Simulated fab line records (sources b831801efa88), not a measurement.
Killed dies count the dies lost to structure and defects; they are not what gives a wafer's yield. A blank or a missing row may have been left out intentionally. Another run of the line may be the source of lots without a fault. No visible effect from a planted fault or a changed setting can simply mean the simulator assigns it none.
Code-filled problem report in 8D (eight disciplines) form + flow gf180mcu + the parts of the form that need people (team, actions taken, sign-off) are left out

1. WHAT IS WRONG
At GF_M5_METAL_ETCH_10, oesProductAu averages 0.696 a.u. over 3 wafers from 3 lots, while fault-free wafers read 0.990 a.u., standard deviation 0.0052. Measured from the usual mean, that is -57 standard deviations.
The step: etches the open film in Cl2/BCl3, stops on SiO2, target depth 750.8 nm, time 125.1 s.
First seen on wafer L382.2, day 28 01:29, on rieMetal-03. At this step, 44 wafers from 15 lots have a number in the record. Rule for "out", or "out of limits": more than 4 standard deviations from the usual mean. Any other wafer with a number is counted as sound.

2. WHAT IT IS, AND WHAT IT ISN'T
| question                    | is                             | is not                                                                                                                           |
|-----------------------------|--------------------------------|----------------------------------------------------------------------------------------------------------------------------------|
| which readings at this step | oesProductAu, throttleValvePct | drypumpMotorCurrentA                                                                                                             |
| which lots                  | L382, L384, L385               | L378, L379, L381, L391, L392, L395, L396, L397, L398, L399, L400, L401                                                           |
| which wafers of those lots  | L382.2, L384.2, L385.2         | L382.1, L382.6, L384.1, L384.3, L385.3                                                                                           |
| read on which tools         | rieMetal-03                    | rieMetal-01, rieMetal-04                                                                                                         |
| when                        | from day 28 01:29              | up to then (11 sound wafers); but 30 sound wafers of L384, L385, L391, L392, L395, L396, L397, L398, L399, L400, L401 came after |

3. THE SUSPECTS, EACH WITH WHAT RULES IT OUT
Counting: any tool at a process step up to the reading remains a suspect provided it ran every lot that is out. Sound lots after the first of them don't rule it out here, since some wafers of a struck lot are sound.
- rieMetal-03 at GF_M5_METAL_ETCH_10 (etches the open film in Cl2/BCl3, stops on SiO2, target depth 750.8 nm, time 125.1 s): kept. Ran every lot that is out, first one L382 (day 28 01:29); last sound lot up to then L381 (day 27 23:11). On those wafers its own readings are out: oesProductAu, throttleValvePct.
Remaining after the count: rieMetal-03 at GF_M5_METAL_ETCH_10.

4. THE CAUSE (what the simulator had put in)
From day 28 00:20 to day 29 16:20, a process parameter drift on rieMetal-03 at GF_M5_METAL_ETCH_10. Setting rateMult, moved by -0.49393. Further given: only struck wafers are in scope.
This tool alone remained once counting was done.

5. THE CHAIN OF EFFECTS, in route order
One row per reading whose mean, taken over the struck wafers that have a number, lies over 3 standard deviations from the usual. Scope: only readings with a usual standard deviation given in the record; hours: median across lots of the time from each lot's start at the first step in this table that gives one to its start at this step; sigmas: change in usual standard deviations.
| hours | step                | reading              | usual      | on struck wafers | change | sigmas |
|-------|---------------------|----------------------|------------|------------------|--------|--------|
| 0     | GF_M5_METAL_ETCH_10 | oesProductAu         | 0.990 a.u. | 0.696            | -0.294 | -57    |
| 0     | GF_M5_METAL_ETCH_10 | throttleValvePct     | 28.229 %   | 28.556           | +0.327 | +36    |
| 0     | GF_M5_STRIP_11      | oesProductAu         | 0.524 a.u. | 0.580            | +0.056 | +11    |
| 0     | GF_M5_STRIP_11      | stripTimeToEndpointS | 7.04 s     | 8.48             | +1.44  | +37    |
Its process steps:
- GF_M5_METAL_ETCH_10: etches the open film in Cl2/BCl3, stops on SiO2, target depth 750.8 nm, time 125.1 s.
- GF_M5_STRIP_11: strips in O2/N2.

6. HOW IT WOULD HAVE BEEN CAUGHT EARLIER
In this record the first reading out of limits was taken at day 28 01:29, 1 hour after the fault began at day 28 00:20.
